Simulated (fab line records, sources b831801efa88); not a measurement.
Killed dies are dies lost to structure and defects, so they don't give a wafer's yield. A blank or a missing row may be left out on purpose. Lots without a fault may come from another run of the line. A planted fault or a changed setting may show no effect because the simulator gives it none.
A struck lot beside a sound one | flow sky130 | 15 steps out of a route of 708
Sound: wafers L440.2, L440.5, L440.6. Struck: wafer L452.5. (L452.1 of the same lot was not struck and is left out.) The cause comes at the end.
At each step with rows: each side's tool, then ch and its chambers, then its first start. Under that, the readings that differ: sound wafers | struck wafers | difference of the means | sigmas: that difference in standard deviations of wafers without a fault.
alike: readings whose means differ by less than 2 such deviations, and words and numbers that are the same on both sides. not compared: withheld readings, readings that some wafer has no value for, bounds like >300 that may hide the same value, and numbers for which the record gives no deviation and whose values overlap.
The two part at a step that has a row with sigmas, a row that says differs or no value, or rows on one side only. Numbers that don't overlap but have no deviation are shown without sigmas and don't part them. A reading that every wafer of one side lacks parts them only if that side has two wafers or more.

SKY_CONTACT_ETCH_17: etches SiO2 in C4F8/O2/Ar, stops on Si3N4, target depth 340 nm.
  sound on rie_diel-03 ch 1,2,3, day 31 16:21; struck on rie_diel-01 ch 0, day 35 11:06
  alike: chamber_pressure_mTorr, oes_product_au
then, 1 step without rows for these wafers: SKY_CONTACT_ETCH_18 (etches Si3N4 in CHF3/O2, stops on TiN, time 39 s, target depth 75 nm).
SKY_CONTACT_STRIP_19: strips in O2/N2.
  sound on plasma_asher-02 ch 0,1, day 31 16:26; struck on plasma_asher-02 ch 1, day 35 11:11
  alike: chamber_pressure_mTorr, drypump_motor_current_A, oes_product_au, strip_time_to_endpoint_s
  not compared: rf_hours_counter_h
then, 3 steps without rows for these wafers: SKY_CONTACT_STRIP_20 (strips in post etch residue remover, time 1200 s); SKY_CONTACT_CLEAN_21 (cleans in IPA, time 180 s); SKY_CONTACT_CLEAN_22 (cleans in O3/DIW).
SKY_CONTACT_SPUTTER_23: material TiN, target thk 20 nm, time 80 s.
  sound on pvd_sputter-02, day 31 17:02; struck on pvd_sputter-04, day 35 11:47
  alike: throttle_valve_pct
then, 1 step without rows for these wafers: SKY_CONTACT_CVD_24 (deposits W, target thk 340 nm, time 102.12 s).
SKY_CONTACT_RS_MEAS_25: measures by four-point-probe.
  sound on film_metro-04, day 31 17:13; struck on film_metro-02, day 35 11:58
  alike: CONTACT_W_RS
SKY_CONTACT_THK_MEAS_26: measures by xrf.
  sound on film_metro-04, day 31 17:20; struck on film_metro-02, day 35 12:05
  alike: CONTACT_W_THK
SKY_CONTACT_CMP_27: polishes, stops on SiO2, t overpolish 15 s, target thk 0 nm.
  sound on cmp-02 ch 0,1, day 31 17:23; struck on cmp-01 ch 1, day 35 12:17
  alike: edge_zone_pressure_frac, motor_current_A, overpolish_run_s, retaining_ring_pressure_frac, time_to_endpoint_s
SKY_METAL1_SPUTTER_00: material Ti, target thk 15 nm, time 10 s.
  sound on pvd_sputter-03, day 31 17:41; struck on pvd_sputter-01, day 35 12:26
  alike: throttle_valve_pct
SKY_METAL1_SPUTTER_01: material TiN, target thk 20 nm, time 16.7 s.
  sound on pvd_sputter-03, day 31 17:42; struck on pvd_sputter-01, day 35 12:28
  reading                                    | sound             | struck | difference | sigmas
  model.TiN_of_METAL1_SPUTTER_01.thk_nm (nm) | 19.67 19.69 19.84 | 31.99  | +12.26     |
  alike: throttle_valve_pct
then, 1 step without rows for these wafers: SKY_METAL1_SPUTTER_02 (material AlCu, target thk 250 nm, time 13.3 s).
-- the record jumps here: 13 days lie between the struck wafers' starts before and after (it left off in module METAL1 and takes up again in module PAD_OPEN, whose first step shown is number 708 of the route) --
SKY_PAD_OPEN_PROBE_99:
  the record has rows for the struck wafers here (prober-02, day 48 19:14) and none for the sound ones

WHERE THEY PART
Only at SKY_PAD_OPEN_PROBE_99, within this record.

WHY: what the simulator had put in
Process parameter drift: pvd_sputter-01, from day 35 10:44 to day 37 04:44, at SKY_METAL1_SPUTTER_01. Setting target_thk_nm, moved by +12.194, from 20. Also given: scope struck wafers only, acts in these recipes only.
